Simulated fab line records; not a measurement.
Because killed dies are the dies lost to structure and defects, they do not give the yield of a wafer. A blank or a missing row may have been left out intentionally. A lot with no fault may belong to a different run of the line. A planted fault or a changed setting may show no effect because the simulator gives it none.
The tool behind it: which one? | flow sky130 | Sampling: 12 lots, 36 wafers, 4 of 708 route steps

== WHAT EACH GAUGE READ, for each wafer ==
SKY_METAL2_THK_MEAS_06: measures by xrf. Usual: METAL2_ALCU_THK typically reads 250 nm, with standard deviation 3.1.
lot  | measured     | on            | METAL2_ALCU_THK (nm) | flag
L634 | day 34 03:10 | film-metro-01 | 252 250 252          |
L635 | day 34 13:22 | film-metro-03 | 252 246 249          |
L639 | day 35 18:09 | film-metro-04 | 247 251 251          |
L641 | day 36 08:10 | film-metro-01 | 254 255 250          |
L646 | day 38 08:35 | film-metro-04 | 251 252 253          |
L649 | day 38 23:22 | film-metro-01 | 248 252 251          |
L650 | day 39 08:04 | film-metro-01 | 253 251 254          |
L651 | day 39 20:59 | film-metro-04 | 253 252 252          |
L653 | day 40 01:59 | film-metro-01 | 250 252 247          |
L654 | day 40 04:19 | film-metro-04 | 249 248 251          |
L655 | day 40 15:20 | film-metro-03 | 249 250 248          |
L657 | day 41 09:37 | film-metro-01 | 252 252 249          |

SKY_CAPM_RS_MEAS_03: a four-point-probe measurement. Usual: CAPM_TIN_RS typically reads 6.94 ohm/sq, with standard deviation 0.077.
lot  | measured     | on            | CAPM_TIN_RS (ohm/sq) | flag
L634 | day 36 10:01 | film-metro-03 | 6.89 6.91 6.89       |
L635 | day 36 21:21 | film-metro-04 | 7.17 7.15 7.15       |
L639 | day 38 00:34 | film-metro-02 | 6.95 7.02 7.02       |
L641 | day 38 14:43 | film-metro-03 | 7.00 7.01 6.96       |
L646 | day 40 15:43 | film-metro-03 | 7.08 7.01 7.00       |
L649 | day 41 02:30 | film-metro-03 | 6.95 6.88 6.91       |
L650 | day 41 11:44 | film-metro-02 | 6.87 6.91 6.87       |
L651 | day 42 02:05 | film-metro-03 | 6.93 6.94 6.94       |
L653 | day 42 04:56 | film-metro-04 | 6.86 6.84 6.89       |
L654 | day 42 06:22 | film-metro-03 | 7.02 6.99 6.98       |
L655 | day 42 19:26 | film-metro-03 | 6.92 6.95 6.92       |
L657 | day 43 12:22 | film-metro-04 | 6.91 6.90 6.88       |

== EACH LOT AND THE TOOL THAT RAN IT (in order: tool; ch and the chambers of the sampled wafers; start) ==
lot  | SKY_METAL2_SPUTTER_01        | SKY_VIA2_ETCH_15
L634 | pvd-sputter-02, day 34 02:55 | rie-diel-02 ch 0,1,2, day 36 08:20
L635 | pvd-sputter-01, day 34 13:08 | rie-diel-03 ch 0,2,3, day 36 19:32
L639 | pvd-sputter-02, day 35 17:55 | rie-diel-03 ch 1,2,3, day 37 22:53
L641 | pvd-sputter-01, day 36 07:55 | rie-diel-03 ch 0,1,2, day 38 13:02
L646 | pvd-sputter-01, day 38 08:22 | rie-diel-02 ch 0,1,2, day 40 13:05
L649 | pvd-sputter-02, day 38 23:07 | rie-diel-01 ch 0,1,2, day 41 00:47
L650 | pvd-sputter-03, day 39 07:49 | rie-diel-01 ch 0,3, day 41 09:41
L651 | pvd-sputter-01, day 39 20:45 | rie-diel-02 ch 0,2, day 42 00:20
L653 | pvd-sputter-03, day 40 01:44 | rie-diel-03 ch 0,2,3, day 42 03:08
L654 | pvd-sputter-01, day 40 04:05 | rie-diel-01 ch 1,2,3, day 42 04:38
L655 | pvd-sputter-01, day 40 15:05 | rie-diel-02 ch 0,1,2, day 42 16:56
L657 | pvd-sputter-01, day 41 09:22 | rie-diel-03 ch 0,2,3, day 43 10:41
- SKY_METAL2_SPUTTER_01: material TiN, target thk 20 nm, time 16.7 s.
- SKY_VIA2_ETCH_15: etches SiO2 in C4F8/O2/Ar, stops on TiN, target depth 546 nm, time 84 s.

== AS READ BY THE TOOLS THEMSELVES (means over the sampled wafers that have a number; for cases with no such wafer, the mark the record gives instead) ==
SKY_METAL2_SPUTTER_01. Usual: chamber-pressure-pa 0.3999 Pa, standard deviation 0.00077; throttle-valve-pct 29.7 %, standard deviation 1.1.
lot  | tool           | chamber-pressure-pa (Pa) | throttle-valve-pct (%) | flag
L634 | pvd-sputter-02 | 0.3995                   | 30.3                   |
L635 | pvd-sputter-01 | 0.4003                   | 29.4                   |
L639 | pvd-sputter-02 | 0.4005                   | 30.0                   |
L641 | pvd-sputter-01 | 0.4000                   | 29.3                   |
L646 | pvd-sputter-01 | 0.3998                   | 29.2                   |
L649 | pvd-sputter-02 | 0.4000                   | 30.3                   |
L650 | pvd-sputter-03 | 0.4002                   | 29.9                   |
L651 | pvd-sputter-01 | 0.3997                   | 30.1                   |
L653 | pvd-sputter-03 | 0.3994                   | 30.0                   |
L654 | pvd-sputter-01 | 0.3995                   | 29.2                   |
L655 | pvd-sputter-01 | 0.4004                   | 29.6                   |
L657 | pvd-sputter-01 | 0.3993                   | 29.4                   |

SKY_VIA2_ETCH_15. Usual: bias-w 1199 W, standard deviation 3.4; oes-product-au 0.940 a.u., standard deviation 0.0045.
lot  | tool        | bias-w (W) | oes-product-au (a.u.) | flag
L634 | rie-diel-02 | 1199       | 0.942                 |
L635 | rie-diel-03 | 1196       | 0.941                 |
L639 | rie-diel-03 | 1255       | 0.944                 | OFF
L641 | rie-diel-03 | 1259       | 0.938                 | OFF
L646 | rie-diel-02 | 1201       | 0.940                 |
L649 | rie-diel-01 | 1202       | 0.941                 |
L650 | rie-diel-01 | 1200       | 0.934                 |
L651 | rie-diel-02 | 1200       | 0.940                 |
L653 | rie-diel-03 | 1196       | 0.946                 |
L654 | rie-diel-01 | 1198       | 0.938                 |
L655 | rie-diel-02 | 1199       | 0.940                 |
L657 | rie-diel-03 | 1199       | 0.935                 |

== THE ANSWER, worked out from the rows above alone ==
Rule: lot off if the mean of its wafers having a number is beyond 3 standard deviations from the usual mean. A lot without any number at a reading at which 4 lots or more have one is off too. All remaining lots with rows at the step are treated as sound. First the gauges in route order, then the tools' own readings, where a lot's mean is used as printed above. At the first step where some lot is off, the reading lying furthest off is the one used; lots without a number count as furthest.
Off, at SKY_VIA2_ETCH_15 on bias-w: L639, L641.
A tool fits if, at that step or a process step before it, it ran every lot that is off, and no sound lot after the first of them. Not one of the candidates tried fits.

== WHAT WAS PUT IN BY THE SIMULATOR ==
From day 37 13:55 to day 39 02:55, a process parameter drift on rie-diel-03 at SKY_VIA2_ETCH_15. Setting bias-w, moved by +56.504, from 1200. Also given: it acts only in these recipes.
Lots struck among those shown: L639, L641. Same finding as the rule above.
